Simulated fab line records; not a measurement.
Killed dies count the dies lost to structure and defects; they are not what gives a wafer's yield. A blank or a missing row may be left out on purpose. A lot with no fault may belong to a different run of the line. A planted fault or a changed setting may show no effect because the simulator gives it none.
A single fault, viewed from 2 desks    flow sky130    numbers are kept per desk, each desk with only its own; the story behind them comes last

== THE METROLOGY DESK ==
Means of the sampled wafers that have a number, per lot and without regard to the tool the lot ran on: this is what the gauges read. A lot is out of limits, marked OUT, if its mean lies more than 4 standard deviations from the usual mean; the brackets give that distance.
Columns: A = CONTACT_BOW at SKY_CONTACT_BOW_MEAS_05, usual 83 um; B = cd_nm at SKY_CONTACT_CD_MEAS_14, usual 170.6 nm; C = CONTACT_OVL at SKY_CONTACT_OVL_MEAS_15, usual 1 nm
lot   first seen here  A   B      C
L923  day 30 07:37     73  171.9  -2
L928  day 32 03:10     81  168.6  6
L936  day 34 20:02     81  172.0  -5
L940  day 36 00:45     80  170.4  -1
L946  day 37 15:29     82  169.8  1
This desk's verdict: no lot among the 5 shows anything out of limits.

== DESK OF THE TOOL OWNER: rie_diel-03 ==
The tool's own readings at SKY_CONTACT_ETCH_17 (etches SiO2 in C4F8/O2/Ar, stops on Si3N4, target depth 340 nm): means of the sampled wafers that have a number, for each lot that ran on this tool. A lot is out of limits, marked OUT, if its mean lies more than 4 standard deviations from the usual mean; the brackets give that distance.
Columns: A = chamber_pressure_mTorr at SKY_CONTACT_ETCH_17, usual 40.00 mTorr; B = oes_product_au at SKY_CONTACT_ETCH_17, usual 0.893 a.u.; C = rf_fwd_power_W at SKY_CONTACT_ETCH_17, usual 1489 W
lot   first seen here  A      B      C
L923  day 31 12:04     39.99  0.896  1493
L936  day 35 22:55     40.01  0.892  1406 (-16) OUT
This desk's verdict: out of limits on L936, starting with L936 at day 35 22:55 (rf_fwd_power_W at SKY_CONTACT_ETCH_17). L923: within limits.

== BROUGHT TOGETHER ==
On L936, at day 35 22:55, an alarm was possible from the tool owner's desk.
At the metrology desk, nothing out of limits was observed.
The metrology desk holds a record of L936, inside its limits.
Every lot named ran SKY_CONTACT_ETCH_17 on rie_diel-03.

== WHAT THE SIMULATOR PUT IN ==
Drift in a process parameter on rie_diel-03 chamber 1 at SKY_CONTACT_ETCH_17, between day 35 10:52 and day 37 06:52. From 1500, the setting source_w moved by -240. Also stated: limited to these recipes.
Shown lots that were struck: L936.
Each desk's first reading out of limits, in hours after the fault started: the tool owner's desk, 12.
